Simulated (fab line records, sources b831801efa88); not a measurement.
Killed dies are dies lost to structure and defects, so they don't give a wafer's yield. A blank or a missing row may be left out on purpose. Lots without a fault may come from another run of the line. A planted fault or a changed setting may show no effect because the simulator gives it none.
A struck lot beside a sound one | flow sky130 | 18 steps out of a route of 708
Sound: wafers L970.1, L970.2, L970.6. Struck: wafers L981.3, L981.4, L981.6. The cause comes at the end.
At each step with rows: each side's tool, then ch and its chambers, then its first start. Under that, the readings that differ: sound wafers | struck wafers | difference of the means | sigmas: that difference in standard deviations of wafers without a fault.
alike: readings whose means differ by less than 2 such deviations, and words and numbers that are the same on both sides. not compared: withheld readings, readings that some wafer has no value for, bounds like >300 that may hide the same value, and numbers for which the record gives no deviation and whose values overlap.
The two part at a step that has a row with sigmas, a row that says differs or no value, or rows on one side only. Numbers that don't overlap but have no deviation are shown without sigmas and don't part them. A reading that every wafer of one side lacks parts them only if that side has two wafers or more.

first, 2 steps without rows for these wafers: SKY_GATE_OXIDE_CLEAN_00 (cleans in SC1/SC2, time 150 s); SKY_GATE_OXIDE_OXIDATION_01 (stabilise 600 s, purge 300 s, target thk 10.268 nm).
SKY_GATE_OXIDE_THK_MEAS_02:
  sound on film_metro-04, day 12 19:11; struck on film_metro-04, day 18 18:22
  alike: GATE_OXIDE_OXIDATION_00_THK
then, 7 steps without rows for these wafers: SKY_GATE_OXIDE_DEHYDRATE_03 (time 60 s); SKY_GATE_OXIDE_HMDS_04 (prime time 60 s); SKY_GATE_OXIDE_COAT_05 (resist thk 1140 nm); SKY_GATE_OXIDE_SOFTBAKE_06 (time 60 s); SKY_GATE_OXIDE_EXPOSE_07 (exposes mask LVOM, target cd 600 nm); SKY_GATE_OXIDE_PEB_08; SKY_GATE_OXIDE_DEVELOP_09 (develop time 60 s).
SKY_GATE_OXIDE_OVL_MEAS_10:
  sound on overlay-01, day 13 19:53; struck on overlay-01, day 20 01:43
  alike: GATE_OXIDE_OVL
then, 1 step without rows for these wafers: SKY_GATE_OXIDE_IMPLANT_11.
SKY_GATE_OXIDE_WET_ETCH_12: etches SiO2 in dHF, target depth 16.8 nm, time 336 s.
  sound on wet_bench-01 ch 0, day 13 20:05; struck on wet_bench-04 ch 2, day 20 01:53
  reading                                    | sound           | struck            | difference | sigmas
  run_length_s (s)                           | 363 363 363     | 186 186 186       | -177       | -59
  model.SiO2_of_FIELD_ISO_CVD_24.thk_nm (nm) | 362.4 364 360.9 | 375.8 375.7 374.3 | +12.8      |
SKY_GATE_OXIDE_STRIP_13: strips in O2/N2.
  sound on plasma_asher-02 ch 0,1, day 13 20:11; struck on plasma_asher-04 ch 0,1, day 20 02:08
  alike: chamber_pressure_mTorr, drypump_motor_current_A, oes_product_au, strip_time_to_endpoint_s
  not compared: rf_hours_counter_h
SKY_GATE_OXIDE_TW_MEAS_14:
  sound on film_metro-04, day 13 20:17; struck on film_metro-01, day 20 02:13
  alike: GATE_OXIDE_TW
SKY_GATE_OXIDE_CLEAN_15: cleans in SC1/SC2, time 150 s.
  sound on wet_bench-04 ch 3, day 13 20:20; struck on wet_bench-03 ch 0, day 20 02:15
  reading                                    | sound             | struck          | difference | sigmas
  model.SiO2_of_FIELD_ISO_CVD_24.thk_nm (nm) | 361.7 363.3 360.2 | 375.1 375 373.7 | +12.9      |
then, 1 step without rows for these wafers: SKY_GATE_OXIDE_OXIDATION_16 (stabilise 600 s, purge 300 s, target thk 3.57 nm).
-- the record jumps here: 30 days lie between the struck wafers' starts before and after (it left off in module GATE_OXIDE and takes up again in module PAD_OPEN, whose first step shown is number 708 of the route) --
SKY_PAD_OPEN_PROBE_99:
  sound on prober-02, day 45 21:33; struck on prober-01, day 49 23:32
  reading             | sound    | struck                                                               | difference                   | sigmas
  hold                | - - -    | await_dispo/4.6h/scrap await_dispo/4.6h/scrap await_dispo/4.6h/scrap | no value on the sound wafers |
  killed_at_front_end | 10 10 16 | 419 434 431                                                          | +416                         | +95
  killed_dies         | 81 73 94 | 492 492 492                                                          | +409                         | +42
  killed_on_rim       | 20 16 15 | 96 96 96                                                             | +79                          | +21
  alike: killed_at_M0_to_M3, killed_at_M4_up, killed_at_contacts, killed_at_other, killed_open, killed_short

WHERE THEY PART
First at SKY_GATE_OXIDE_WET_ETCH_12; last, within this record, at SKY_PAD_OPEN_PROBE_99.

WHY: what the simulator had put in
Process parameter drift: wet_bench-04, from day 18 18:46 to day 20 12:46, at SKY_GATE_OXIDE_WET_ETCH_12. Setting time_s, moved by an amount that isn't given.
